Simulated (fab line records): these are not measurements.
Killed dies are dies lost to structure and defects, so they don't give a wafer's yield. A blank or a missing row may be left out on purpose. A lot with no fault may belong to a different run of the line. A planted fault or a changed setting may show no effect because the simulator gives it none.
What tool caused it? | flow sky130 | Sampling: 12 lots, 36 wafers, 2 of 708 route steps

== WHAT EACH GAUGE READ, for each wafer ==
SKY_NWELL_THK_MEAS_02. Usual: for NWELL_OXIDATION_THK the level is 9.95 nm and the standard deviation is 0.17.
lot  | measured    | on            | NWELL_OXIDATION_THK (nm) | flag
L512 | day 2 14:38 | film-metro-03 | 9.96 9.96 9.88           |
L514 | day 3 01:06 | film-metro-04 | 9.78 9.89 9.76           |
L518 | day 3 18:29 | film-metro-04 | 9.97 10.07 10.05         |
L519 | day 3 22:17 | film-metro-01 | 9.90 9.80 9.97           |
L520 | day 4 02:51 | film-metro-01 | 10.10 10.32 10.28        |
L522 | day 4 18:31 | film-metro-04 | 10.15 10.20 10.14        |
L524 | day 5 02:49 | film-metro-04 | 9.75 9.86 9.98           |
L527 | day 5 17:49 | film-metro-04 | 10.10 10.18 10.27        |
L529 | day 6 05:34 | film-metro-04 | 9.90 9.85 9.88           |
L532 | day 6 19:54 | film-metro-04 | 9.90 10.03 9.89          |
L533 | day 7 02:08 | film-metro-04 | 9.87 9.93 9.88           |
L534 | day 7 07:20 | film-metro-01 | 9.85 9.99 10.04          |

SKY_VT_ADJUST_NCORE_OVL_MEAS_08. Usual: for VT_ADJUST_NCORE_OVL the level is -0.3 nm and the standard deviation is 1.4.
lot  | measured     | on         | VT_ADJUST_NCORE_OVL (nm) | flag
L512 | day 8 15:04  | overlay-02 | -0.2 -1.1 0.0            |
L514 | day 9 04:44  | overlay-02 | -0.3 -0.1 -0.5           |
L518 | day 10 02:35 | overlay-01 | 1.4 0.8 2.8              |
L519 | day 10 11:01 | overlay-01 | -2.1 -2.1 -3.4           |
L520 | day 10 17:05 | overlay-01 | -0.7 0.0 0.3             |
L522 | day 11 16:16 | overlay-02 | -1.3 -2.4 -3.5           |
L524 | day 12 04:01 | overlay-01 | 1.4 2.1 -0.2             |
L527 | day 12 23:49 | overlay-02 | -1.1 -2.1 -0.6           |
L529 | day 13 15:25 | overlay-01 | 0.6 0.0 -1.1             |
L532 | day 14 10:28 | overlay-02 | -2.0 0.4 -0.6            |
L533 | day 14 21:44 | overlay-02 | -0.2 0.9 -1.5            |
L534 | day 15 02:39 | overlay-01 | 2.4 1.4 0.0              |

== TOOL THAT RAN EACH LOT (tool first, then ch and the chambers of the sampled wafers, then the start) ==
The record holds no process step before these readings.

== WHAT THE TOOLS THEMSELVES READ (means of the sampled wafers that have a number; where no wafer has one, the mark that the record gives instead) ==
The record holds no such reading with a usual standard deviation.

== THE ANSWER, worked out from the rows above alone ==
Rule: a lot is off if the mean of its wafers that have a number lies more than 3 standard deviations from the usual mean. A lot without any number at a reading at which 4 lots or more have one is off too. The other lots that the step has rows for count as sound. The gauges are gone through in route order, then the tools' own readings, and for those a lot's mean is taken as printed above. The first step at which some lot is off is used, and at that step the reading that is off furthest; a lot without a number counts as furthest.
Across all readings shown, no lot is off: no conclusion can be drawn from this.

== WHAT HAD BEEN PUT IN BY THE SIMULATOR ==
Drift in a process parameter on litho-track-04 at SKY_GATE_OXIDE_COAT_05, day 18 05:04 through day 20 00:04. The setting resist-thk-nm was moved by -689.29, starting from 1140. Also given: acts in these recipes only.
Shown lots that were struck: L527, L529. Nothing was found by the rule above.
